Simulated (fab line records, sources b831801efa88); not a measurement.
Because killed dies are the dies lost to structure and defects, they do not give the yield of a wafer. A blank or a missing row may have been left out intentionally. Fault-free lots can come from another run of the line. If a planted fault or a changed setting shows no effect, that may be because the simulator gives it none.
Comparing a struck lot with a sound one / flow sfq-line / 42 out of 325 route steps
Sound: wafers L463.1, L463.2, L463.3. Struck: wafer L474.4. (L474.1, L474.3 of the same lot were not struck and are left out.) The cause comes at the end.
At each step with rows: each side's tool, then ch and its chambers, then its first start. Under that, the readings that differ: sound wafers / struck wafers / difference of the means / sigmas: that difference in standard deviations of wafers without a fault.
alike: readings with means less than 2 such deviations apart, plus words and numbers identical on both sides. not compared: withheld readings, readings lacking a value on some wafer, bounds such as >300 that could conceal the same value, and numbers that have no deviation in the record and whose values overlap.
A row with sigmas, a row that says differs or no value, or rows on one side alone: a step with any of these is where the two part. When numbers do not overlap yet have no deviation, they are printed without sigmas and do not part them. A reading missing from all wafers of one side parts the sides only when that side holds two or more wafers.

first, 6 steps without rows for these wafers: SFQ_TRILAYER_M2_LITHO_COAT_062 (resist thk 62 nm); SFQ_TRILAYER_M2_LITHO_COAT_057 (resist thk 600 nm); SFQ_TRILAYER_M2_LITHO_SOFTBAKE_061; SFQ_TRILAYER_M2_LITHO_EXPOSE_058 (exposes mask M2, target cd 500 nm); SFQ_TRILAYER_M2_LITHO_PEB_060 (peb time 60 s); SFQ_TRILAYER_M2_LITHO_DEVELOP_059 (time 60 s).
SFQ_M2_OVL_MEAS_916:
  sound: overlay-02 at day 24 09:47; struck: overlay-01 at day 35 07:59
  alike: M2_OVL
then, 5 steps without rows for these wafers: SFQ_TRILAYER_M2_BARC_OPEN_METAL_ETCH_077 (etches BARC in O2, target depth 125 nm, time 41.7 s); SFQ_TRILAYER_M2_ETCH_METAL_ETCH_060 (etches Nb in Cl2/Ar, stops on SiO2, target depth 240 nm, time 120 s); SFQ_TRILAYER_M2_STRIP_STRIP_061 (strips in O2); SFQ_TRILAYER_M2_STRIP_SOLV_CLEAN_062 (cleans in NMP, time 600 s); SFQ_TRILAYER_I2_DEP_PECVD_063 (deposits SiO2 from SiH4/N2O, time 111.11 s, target thk 500 nm).
SFQ_TRILAYER_I2_CMP_CMP_064: polishes SiO2.
  sound on cmp-02 ch 0,1,3, day 24 11:09; struck on cmp-01 ch 2, day 35 09:19
reading=time-to-endpoint-s (s); sound=214 208 219; struck=250; difference=+36; sigmas=+5
reading=model.SiO2_of_TRILAYER_I2_DEP_PECVD_063.thk-nm (nm); sound=197.6 197.9 198; struck=149.5; difference=-48.3; sigmas=
  alike: edge-zone-pressure-frac, motor-current-A
SFQ_I2_BOW_MEAS_917:
  sound: film-metro-03 at day 24 14:09; struck: film-metro-02 at day 35 12:19
  alike: I2_BOW
SFQ_TRILAYER_I2_METRO_MEASURE_065:
  sound: film-metro-03 at day 24 14:16; struck: film-metro-02 at day 35 12:26
reading=thk-nm (nm); sound=197.6 197.9 198.1; struck=149.6; difference=-48.3; sigmas=-48
then, 6 steps without rows for these wafers: SFQ_TRILAYER_I2_VIA_LITHO_COAT_072 (resist thk 62 nm); SFQ_TRILAYER_I2_VIA_LITHO_COAT_067 (resist thk 650 nm); SFQ_TRILAYER_I2_VIA_LITHO_SOFTBAKE_071; SFQ_TRILAYER_I2_VIA_LITHO_EXPOSE_068 (exposes mask I2, target cd 500 nm); SFQ_TRILAYER_I2_VIA_LITHO_PEB_070 (peb time 60 s); SFQ_TRILAYER_I2_VIA_LITHO_DEVELOP_069 (time 60 s).
-- the record jumps here: 6 days lie between the struck wafers' starts before and after --
SFQ_I2_OVL_MEAS_918:
  sound: overlay-02 at day 30 05:13; struck: overlay-02 at day 41 12:55
  alike: I2_OVL
SFQ_TRILAYER_I2_VIA_BARC_OPEN_VIA_ETCH_096: etches BARC in O2, target depth 125 nm, time 41.7 s.
  sound on rie-diel-04 ch 0,1,2, day 30 05:16; struck on rie-diel-04 ch 3, day 41 12:57
  alike: chamber-pressure-mTorr, drypump-motor-current-A, oes-product-au
  not compared: rf-hours-counter-h
SFQ_TRILAYER_I2_VIA_ETCH_VIA_ETCH_070: etches SiO2 in CHF3, stops on Nb, target depth 260 nm.
  sound on rie-diel-04 ch 0,1,2, day 30 05:18; struck on rie-diel-04 ch 3, day 41 12:59
reading=oes-product-au (a.u.); sound=0.847 0.841 0.852; struck=0.744; difference=-0.103; sigmas=-21
reading=model.I2.feature-depth-nm (nm); sound=197.6 197.9 198; struck=149.5; difference=-48.3; sigmas=
reading=model.etch.depth-nm (nm); sound=197.6 197.9 198; struck=149.5; difference=-48.3; sigmas=
  alike: chamber-pressure-mTorr, drypump-motor-current-A
SFQ_TRILAYER_I2_VIA_STRIP_STRIP_071: strips in O2.
  sound on rie-metal-04 ch 0,1, day 30 05:25; struck on rie-metal-02 ch 1, day 41 13:06
  alike: chamber-pressure-mTorr, drypump-motor-current-A, oes-product-au
  not compared: rf-hours-counter-h
then, 1 step without rows for these wafers: SFQ_TRILAYER_I2_VIA_STRIP_SOLV_CLEAN_072 (cleans in NMP, time 600 s).
SFQ_TRILAYER_M3_DEP_PRE_CLEAN_074: time 22.5 s.
  sound: pvd-sputter-05 at day 30 06:12; struck: pvd-sputter-06 at day 41 13:52
reading=model.SiO2_of_TRILAYER_I2_DEP_PECVD_063.thk-nm (nm); sound=190.1 190.4 190.5; struck=142; difference=-48; sigmas=
SFQ_TRILAYER_M3_DEP_SPUTTER_073: material Nb, target thk 200 nm, time 133.3 s.
  sound: pvd-sputter-05 at day 30 06:14; struck: pvd-sputter-06 at day 41 13:54
  alike: throttle-valve-pct
SFQ_M3_RS_MEAS_919: measurement is done with a four-point probe.
  sound: film-metro-04 at day 30 06:19; struck: film-metro-01 at day 41 13:59
  alike: M3_NB_RS
then, 6 steps without rows for these wafers: SFQ_TRILAYER_M3_LITHO_COAT_080 (resist thk 62 nm); SFQ_TRILAYER_M3_LITHO_COAT_075 (resist thk 600 nm); SFQ_TRILAYER_M3_LITHO_SOFTBAKE_079; SFQ_TRILAYER_M3_LITHO_EXPOSE_076 (exposes mask M3, target cd 500 nm); SFQ_TRILAYER_M3_LITHO_PEB_078 (peb time 60 s); SFQ_TRILAYER_M3_LITHO_DEVELOP_077 (time 60 s).
-- the record jumps here: 6 days lie between the struck wafers' starts before and after --
SFQ_M3_OVL_MEAS_921:
  sound: overlay-01 at day 30 09:55; struck: overlay-01 at day 47 13:09
  alike: M3_OVL
SFQ_TRILAYER_M3_BARC_OPEN_METAL_ETCH_100: etches BARC in O2, target depth 125 nm, time 41.7 s.
  sound on rie-metal-01 ch 0,1, day 30 09:57; struck on rie-metal-01 ch 0, day 47 13:11
  alike: chamber-pressure-mTorr, drypump-motor-current-A, oes-product-au
  not compared: rf-hours-counter-h
SFQ_TRILAYER_M3_ETCH_METAL_ETCH_078: etches Nb in Cl2/Ar, stops on SiO2, target depth 240 nm, time 120 s.
  sound on rie-metal-01 ch 0,1, day 30 10:01; struck on rie-metal-01 ch 0, day 47 13:15
  alike: chamber-pressure-mTorr, drypump-motor-current-A, oes-product-au
  not compared: rf-hours-counter-h
then, 3 steps without rows for these wafers: SFQ_TRILAYER_M3_STRIP_STRIP_079 (strips in O2); SFQ_TRILAYER_M3_STRIP_SOLV_CLEAN_080 (cleans in NMP, time 600 s); SFQ_TRILAYER_I3_DEP_PECVD_081 (deposits SiO2 from SiH4/N2O, time 111.11 s, target thk 500 nm).
-- the record jumps here: 38 days lie between the struck wafers' starts before and after --
SFQ_M8_BOW_MEAS_951:
  sound: film-metro-04 at day 81 11:10; struck: film-metro-02 at day 85 14:38
reading=model.etest.i2.link-ohm; sound=1.971 1.988 1.98; struck=1.946; difference=-0.034; sigmas=
  alike: M8_BOW

## WHERE THEY PART
Last at SFQ_TRILAYER_I2_VIA_ETCH_VIA_ETCH_070 as far as this record goes, first at SFQ_TRILAYER_I2_CMP_CMP_064. Later steps at which nothing parts them and some readings are alike: SFQ_TRILAYER_I2_VIA_STRIP_STRIP_071, SFQ_TRILAYER_M3_DEP_SPUTTER_073, SFQ_M3_RS_MEAS_919, SFQ_M3_OVL_MEAS_921, SFQ_TRILAYER_M3_BARC_OPEN_METAL_ETCH_100, SFQ_TRILAYER_M3_ETCH_METAL_ETCH_078, SFQ_M8_BOW_MEAS_951.

WHY: the cause the simulator had injected
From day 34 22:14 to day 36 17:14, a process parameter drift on cmp-01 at SFQ_TRILAYER_I2_CMP_CMP_064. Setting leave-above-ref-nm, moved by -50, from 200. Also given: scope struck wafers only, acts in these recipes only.
